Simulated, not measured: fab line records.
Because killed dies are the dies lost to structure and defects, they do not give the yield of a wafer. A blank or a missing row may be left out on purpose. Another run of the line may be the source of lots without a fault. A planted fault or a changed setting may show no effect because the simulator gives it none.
The tool behind it: which one? -- flow sky130 -- Sampling: 24 lots, 72 wafers, 6 of 708 route steps

== WHAT THE GAUGES READ, wafer by wafer ==
SKY_FIELD_ISO_THK_MEAS_25. Usual: FIELD_ISO_CVD_24_THK gives 594 nm (standard deviation 6.2).
lot,measured,on,FIELD_ISO_CVD_24_THK (nm),flag
L074,day 2 06:58,film-metro-01,583 599 581,
L075,day 2 11:53,film-metro-01,605 599 594,
L076,day 2 17:46,film-metro-01,597 585 592,
L077,day 3 01:19,film-metro-01,585 591 580,
L078,day 3 08:19,film-metro-01,587 589 601,
L079,day 3 12:20,film-metro-01,598 597 594,
L080,day 3 14:55,film-metro-03,594 592 594,
L081,day 3 20:30,film-metro-03,590 590 596,
L082,day 4 04:41,film-metro-01,596 599 596,
L083,day 4 09:57,film-metro-01,590 592 592,
L084,day 4 13:05,film-metro-03,594 596 588,
L085,day 4 15:58,film-metro-03,596 595 605,
L086,day 4 22:24,film-metro-01,593 591 583,
L087,day 5 02:07,film-metro-03,602 602 592,
L088,day 5 08:52,film-metro-01,598 593 589,
L089,day 5 13:37,film-metro-03,597 592 593,
L090,day 5 18:56,film-metro-03,591 593 595,
L091,day 6 01:14,film-metro-01,592 595 594,
L092,day 6 06:05,film-metro-03,597 588 600,
L093,day 6 10:11,film-metro-02,599 589 602,
L094,day 6 17:57,film-metro-01,598 595 595,
L095,day 6 21:43,film-metro-01,585 585 588,
L096,day 7 03:13,film-metro-02,605 602 604,
L097,day 7 08:56,film-metro-01,595 589 598,

SKY_POLY_GATE_THK_MEAS_04. Usual: POLY_GATE_CVD_03_THK gives 75.3 nm (standard deviation 0.72).
lot,measured,on,POLY_GATE_CVD_03_THK (nm),flag
L074,day 15 10:19,film-metro-03,75.4 74.4 74.5,
L075,day 15 12:08,film-metro-02,75.7 76.1 76.1,
L076,day 15 20:42,film-metro-02,75.2 75.2 74.7,
L077,day 16 18:13,film-metro-02,75.9 76.6 76.0,
L078,day 17 08:31,film-metro-02,74.3 74.9 74.3,
L079,day 17 13:58,film-metro-02,74.5 74.2 74.0,
L080,day 17 19:22,film-metro-04,75.1 75.2 75.6,
L081,day 18 05:56,film-metro-02,76.1 75.4 76.6,
L082,day 18 18:19,film-metro-03,73.9 73.6 73.8,
L083,day 19 03:58,film-metro-02,73.8 74.1 74.2,
L084,day 19 03:58,film-metro-03,75.4 75.3 75.3,
L085,day 19 10:31,film-metro-03,75.6 75.4 74.9,
L086,day 19 17:52,film-metro-03,75.0 75.1 75.8,
L087,day 19 22:33,film-metro-02,76.0 75.8 75.8,
L088,day 20 16:31,film-metro-02,75.1 75.3 75.6,
L089,day 20 19:03,film-metro-03,75.8 75.5 76.6,
L090,day 21 04:31,film-metro-04,75.4 75.5 75.0,
L091,day 21 14:38,film-metro-03,74.2 74.1 75.1,
L092,day 21 19:58,film-metro-02,75.8 75.4 75.8,
L093,day 22 01:31,film-metro-03,74.5 74.6 74.4,
L094,day 22 18:16,film-metro-03,76.1 76.3 76.0,
L095,day 23 03:57,film-metro-04,75.8 75.6 75.8,
L096,day 23 07:38,film-metro-02,75.8 75.6 75.8,
L097,day 23 19:27,film-metro-04,75.7 75.4 76.5,

SKY_LOCAL_INTERCONNECT_OVL_MEAS_12. Usual: LOCAL_INTERCONNECT_OVL gives 2 nm (standard deviation 6.5).
lot,measured,on,LOCAL_INTERCONNECT_OVL (nm),flag
L074,day 30 09:49,overlay-01,2 3 6,
L075,day 30 12:17,overlay-02,6 7 9,
L076,day 31 00:10,overlay-01,0 -3 14,
L077,day 31 20:13,overlay-01,-12 -6 -6,
L078,day 32 13:10,overlay-01,3 2 12,
L079,day 32 15:31,overlay-01,4 1 9,
L080,day 32 18:52,overlay-02,7 -6 -3,
L081,day 33 06:07,overlay-02,-3 1 3,
L082,day 33 17:07,overlay-02,6 5 -2,
L083,day 33 23:25,overlay-02,-6 -7 -3,
L084,day 34 02:20,overlay-01,-17 -7 2,
L085,day 34 21:56,overlay-01,10 10 3,
L086,day 34 23:37,overlay-01,-14 4 -10,
L087,day 34 22:34,overlay-02,4 16 15,
L088,day 35 07:07,overlay-02,-1 11 8,
L089,day 35 08:16,overlay-02,-2 2 -6,
L090,day 35 15:25,overlay-01,9 -3 0,
L091,day 36 02:02,overlay-01,11 -1 7,
L092,day 36 06:37,overlay-01,-4 1 -12,
L093,day 36 10:28,overlay-01,4 -6 -2,
L094,day 37 02:07,overlay-01,5 1 5,
L095,day 37 08:52,overlay-02,7 6 0,
L096,day 37 15:16,overlay-01,3 4 2,
L097,day 38 03:08,overlay-01,0 0 -6,

SKY_CONTACT_OVL_MEAS_15. Usual: CONTACT_OVL gives 0 nm (standard deviation 6.4).
lot,measured,on,CONTACT_OVL (nm),flag
L074,day 31 14:44,overlay-02,5 1 -3,
L075,day 31 16:41,overlay-02,3 3 3,
L076,day 32 03:44,overlay-02,2 6 -4,
L077,day 33 00:49,overlay-02,-11 -2 -7,
L078,day 33 17:28,overlay-01,10 13 10,
L079,day 33 20:32,overlay-02,-11 0 2,
L080,day 33 23:37,overlay-01,4 5 5,
L081,day 34 10:01,overlay-02,-15 -12 -14,
L082,day 34 21:13,overlay-01,10 -3 16,
L083,day 35 03:19,overlay-01,-6 -9 5,
L084,day 35 05:53,overlay-02,5 5 6,
L085,day 36 01:53,overlay-02,-6 -7 -2,
L086,day 36 02:46,overlay-02,-9 1 -5,
L087,day 36 02:22,overlay-01,-3 3 -2,
L088,day 36 10:49,overlay-02,4 -4 -3,
L089,day 36 12:59,overlay-02,4 3 1,
L090,day 36 19:07,overlay-02,-6 -8 -8,
L091,day 37 05:23,overlay-02,-3 -9 -2,
L092,day 37 09:10,overlay-01,3 -4 5,
L093,day 37 13:43,overlay-01,4 5 -2,
L094,day 38 05:31,overlay-01,-5 -3 7,
L095,day 38 11:50,overlay-01,6 2 3,
L096,day 38 18:29,overlay-02,2 -9 -15,
L097,day 39 05:38,overlay-01,4 6 2,

== WHICH TOOL RAN EACH LOT (tool, then ch and the chambers of the sampled wafers, then the start) ==
lot,SKY_PWDE_STRIP_09,SKY_SD_P_STRIP_10
L074,"plasma-asher-04 ch 0,1, day 3 19:25","plasma-asher-02 ch 0,1, day 25 14:56"
L075,"plasma-asher-04 ch 0,1, day 3 23:16","plasma-asher-02 ch 0,1, day 25 16:29"
L076,"plasma-asher-04 ch 0,1, day 4 05:12","plasma-asher-02 ch 0,1, day 26 04:30"
L077,"plasma-asher-04 ch 0,1, day 4 18:30","plasma-asher-04 ch 0,1, day 27 01:50"
L078,"plasma-asher-03 ch 0,1, day 5 04:33","plasma-asher-03 ch 0,1, day 27 16:35"
L079,"plasma-asher-03 ch 0,1, day 5 06:41","plasma-asher-04 ch 0,1, day 27 20:32"
L080,"plasma-asher-03 ch 0,1, day 5 09:14","plasma-asher-03 ch 0,1, day 28 00:59"
L081,"plasma-asher-03 ch 0,1, day 5 13:47","plasma-asher-02 ch 0, day 28 10:11"
L082,"plasma-asher-04 ch 0,1, day 5 20:20","plasma-asher-04 ch 0,1, day 28 23:02"
L083,"plasma-asher-04 ch 0, day 6 05:14","plasma-asher-04 ch 0,1, day 29 07:12"
L084,"plasma-asher-01 ch 0,1, day 6 05:53","plasma-asher-04 ch 1, day 29 09:41"
L085,"plasma-asher-04 ch 0,1, day 6 07:58","plasma-asher-02 ch 0,1, day 30 05:59"
L086,"plasma-asher-03 ch 0,1, day 6 17:19","plasma-asher-03 ch 0,1, day 30 06:32"
L087,"plasma-asher-03 ch 0,1, day 6 22:08","plasma-asher-02 ch 0,1, day 30 06:14"
L088,"plasma-asher-04 ch 0,1, day 7 05:32","plasma-asher-03 ch 0,1, day 30 17:29"
L089,"plasma-asher-03 ch 0,1, day 7 11:14","plasma-asher-03 ch 0, day 30 17:47"
L090,"plasma-asher-03 ch 0,1, day 7 16:23","plasma-asher-02 ch 0,1, day 31 02:23"
L091,"plasma-asher-04 ch 0,1, day 7 23:47","plasma-asher-03 ch 0,1, day 31 12:05"
L092,"plasma-asher-04 ch 0,1, day 8 03:59","plasma-asher-02 ch 0,1, day 31 16:59"
L093,"plasma-asher-03 ch 0, day 8 06:56","plasma-asher-04 ch 1, day 31 21:15"
L094,"plasma-asher-01 ch 0,1, day 8 17:59","plasma-asher-04 ch 0,1, day 32 12:44"
L095,"plasma-asher-04 ch 0,1, day 8 23:37","plasma-asher-02 ch 0, day 32 20:08"
L096,"plasma-asher-03 ch 0,1, day 9 04:11","plasma-asher-02 ch 0,1, day 33 02:41"
L097,"plasma-asher-03 ch 0,1, day 9 07:46","plasma-asher-02 ch 0,1, day 33 15:44"
- SKY_PWDE_STRIP_09: strips in O2/N2.
- SKY_SD_P_STRIP_10: strips in O2/N2.

== WHAT THE TOOLS THEMSELVES READ (means of the sampled wafers that have a number; where no wafer has one, the mark that the record gives instead) ==
SKY_PWDE_STRIP_09. Usual: drypump-motor-current-A 5.3 A, standard deviation 0.31; oes-product-au 0.722 a.u., standard deviation 0.0044; strip-time-to-endpoint-s 36.96 s, standard deviation 0.089.
lot,tool,drypump-motor-current-A (A),oes-product-au (a.u.),strip-time-to-endpoint-s (s),flag
L074,plasma-asher-04,5.4,0.721,36.98,
L075,plasma-asher-04,5.5,0.722,37.03,
L076,plasma-asher-04,5.5,0.718,36.84,
L077,plasma-asher-04,5.4,0.720,36.93,
L078,plasma-asher-03,5.0,0.721,36.96,
L079,plasma-asher-03,5.0,0.719,36.99,
L080,plasma-asher-03,5.3,0.717,36.93,
L081,plasma-asher-03,5.0,0.724,36.86,
L082,plasma-asher-04,5.5,0.728,36.95,
L083,plasma-asher-04,5.3,0.721,36.94,
L084,plasma-asher-01,5.3,0.720,37.08,
L085,plasma-asher-04,5.4,0.723,37.00,
L086,plasma-asher-03,5.3,0.721,36.88,
L087,plasma-asher-03,5.3,0.723,36.81,
L088,plasma-asher-04,5.5,0.725,36.93,
L089,plasma-asher-03,5.3,0.717,36.90,
L090,plasma-asher-03,5.0,0.726,36.96,
L091,plasma-asher-04,5.4,0.722,37.02,
L092,plasma-asher-04,5.4,0.723,37.12,
L093,plasma-asher-03,4.8,0.720,37.11,
L094,plasma-asher-01,5.4,0.721,36.92,
L095,plasma-asher-04,5.4,0.719,36.96,
L096,plasma-asher-03,5.3,0.724,37.07,
L097,plasma-asher-03,5.0,0.721,36.91,

SKY_SD_P_STRIP_10. Usual: drypump-motor-current-A 5.7 A, standard deviation 0.44; oes-product-au 0.617 a.u., standard deviation 0.0047; strip-time-to-endpoint-s 17.49 s, standard deviation 0.034.
lot,tool,drypump-motor-current-A (A),oes-product-au (a.u.),strip-time-to-endpoint-s (s),flag
L074,plasma-asher-02,6.0,0.616,17.48,
L075,plasma-asher-02,6.0,0.618,17.52,
L076,plasma-asher-02,6.1,0.618,17.50,
L077,plasma-asher-04,5.4,0.615,17.52,
L078,plasma-asher-03,5.0,0.614,17.49,
L079,plasma-asher-04,5.5,0.614,17.43,
L080,plasma-asher-03,5.3,0.614,17.52,
L081,plasma-asher-02,6.0,0.615,17.48,
L082,plasma-asher-04,5.5,0.622,17.53,
L083,plasma-asher-04,5.4,0.622,17.50,
L084,plasma-asher-04,5.6,0.619,17.48,
L085,plasma-asher-02,6.0,0.614,17.49,
L086,plasma-asher-03,5.3,0.614,17.50,
L087,plasma-asher-02,6.0,0.618,17.46,
L088,plasma-asher-03,5.3,0.620,17.52,
L089,plasma-asher-03,4.8,0.621,17.49,
L090,plasma-asher-02,6.1,0.617,17.43,
L091,plasma-asher-03,5.0,0.617,17.50,
L092,plasma-asher-02,6.0,0.617,17.52,
L093,plasma-asher-04,5.6,0.620,17.46,
L094,plasma-asher-04,5.5,0.613,17.49,
L095,plasma-asher-02,6.0,0.621,17.51,
L096,plasma-asher-02,6.0,0.614,17.55,
L097,plasma-asher-02,6.1,0.613,17.51,

== THE ANSWER, worked out from the rows above alone ==
Rule: lot off if the mean of its wafers having a number is beyond 3 standard deviations from the usual mean. Also off: a lot with no number at a reading for which 4 or more lots have one. The other lots that the step has rows for count as sound. Order of review: gauges by route order, followed by the tools' own readings, for which a lot's mean as printed above is used. The first step at which some lot is off is used, and at that step the reading that is off furthest; a lot without a number counts as furthest.
No lot is off at any reading shown: from this, nothing can be told.

== WHAT WAS PUT IN BY THE SIMULATOR ==
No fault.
